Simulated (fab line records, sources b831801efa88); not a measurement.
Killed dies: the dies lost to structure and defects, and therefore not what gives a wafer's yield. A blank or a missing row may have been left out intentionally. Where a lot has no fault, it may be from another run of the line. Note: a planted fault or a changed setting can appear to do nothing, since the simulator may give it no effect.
2 desks, one fault	flow gf180mcu	only its own numbers are on each desk; what lay behind them is given at the end

== FROM THE METROLOGY DESK ==
Means of the sampled wafers that have a number, per lot and without regard to the tool the lot ran on: this is what the gauges read. The brackets show how far a lot's mean lies from the usual mean; more than 4 standard deviations puts the lot out of limits, marked OUT.
Columns: A = NWELL_TW at GF_NWELL_TW_MEAS_11, usual 1586; B = NWELL_RS at GF_VT_IMPLANT_RS_MEAS_47, usual 488.2 ohm/sq; C = HV_LDD_OVL at GF_HV_LDD_OVL_MEAS_08, usual -0.1 nm; D = M1_ALCU_RS at GF_M1_RS_MEAS_05, usual 0.0696 ohm/sq
lot	first seen here	A	B	C	D
L882	day 3 08:19	1594	489.0	-0.5	0.0704
L883	day 3 13:38	1587	488.6	2.3	0.0689
L884	day 3 17:47	1595	488.0	-1.0	0.0690
L887	day 4 09:59	1594	486.9	-2.3	0.0693
L888	day 4 16:44	1594	490.2	-1.4	0.0690
L889	day 4 22:07	1590	488.3	1.2	0.0698
L890	day 5 04:18	1574	488.6	-0.2	0.0706
L891	day 5 09:34	1591	489.4	1.2	0.0692
L893	day 5 21:49	1580	488.8	-1.1	0.0686
L898	day 6 20:44	1737 (+16) OUT	637.6 (+99 or more) OUT	-	-
L902	day 7 22:27	1739 (+16) OUT	638.2 (+99 or more) OUT	-	-
L905	day 8 20:54	1580	487.7	-2.5	0.0701
This desk reports L898, L902 out of limits; the earliest was L898 at day 6 20:44 (NWELL_TW at GF_NWELL_TW_MEAS_11). In limits: L882, L883, L884, L887, L888, L889, L890, L891, L893, L905.

== FOR THE TOOL OWNER'S DESK: implanter-02 ==
The tool's own readings at GF_NWELL_IMPLANT_08, given as means over the sampled wafers that have a number, one for each lot that went through this tool. The brackets show how far a lot's mean lies from the usual mean; more than 4 standard deviations puts the lot out of limits, marked OUT.
Columns: A = tilt-deg at GF_NWELL_IMPLANT_08, usual 0.005 degrees
lot	first seen here	A
L883	day 3 13:14	0.009
L887	day 4 09:37	0.001
L890	day 5 03:56	-0.014
L898	day 6 20:20	3.488 (+99 or more) OUT
L902	day 7 22:03	3.515 (+99 or more) OUT
This desk's finding: out of limits on L898, L902; first on L898, day 6 20:20 (tilt-deg at GF_NWELL_IMPLANT_08). In limits: L883, L887, L890.

== PUT TOGETHER ==
An alarm could have come from the tool owner's desk at day 6 20:20, on L898, L902.
Metrology desk: alarm possible at day 6 20:44 on L898, L902.
Of the lots named, all ran GF_NWELL_IMPLANT_08 on implanter-02.

== WHAT WAS PUT IN BY THE SIMULATOR ==
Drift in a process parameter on implanter-02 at GF_NWELL_IMPLANT_08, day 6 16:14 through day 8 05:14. A move of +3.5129 in setting tilt-deg, from 0. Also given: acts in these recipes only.
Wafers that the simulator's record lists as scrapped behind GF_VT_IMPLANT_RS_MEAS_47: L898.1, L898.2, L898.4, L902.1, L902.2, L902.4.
Struck lots among those shown: L898, L902.
Time in hours from fault onset to the first out-of-limits reading at each desk: tool owner's desk 4, metrology desk 4.
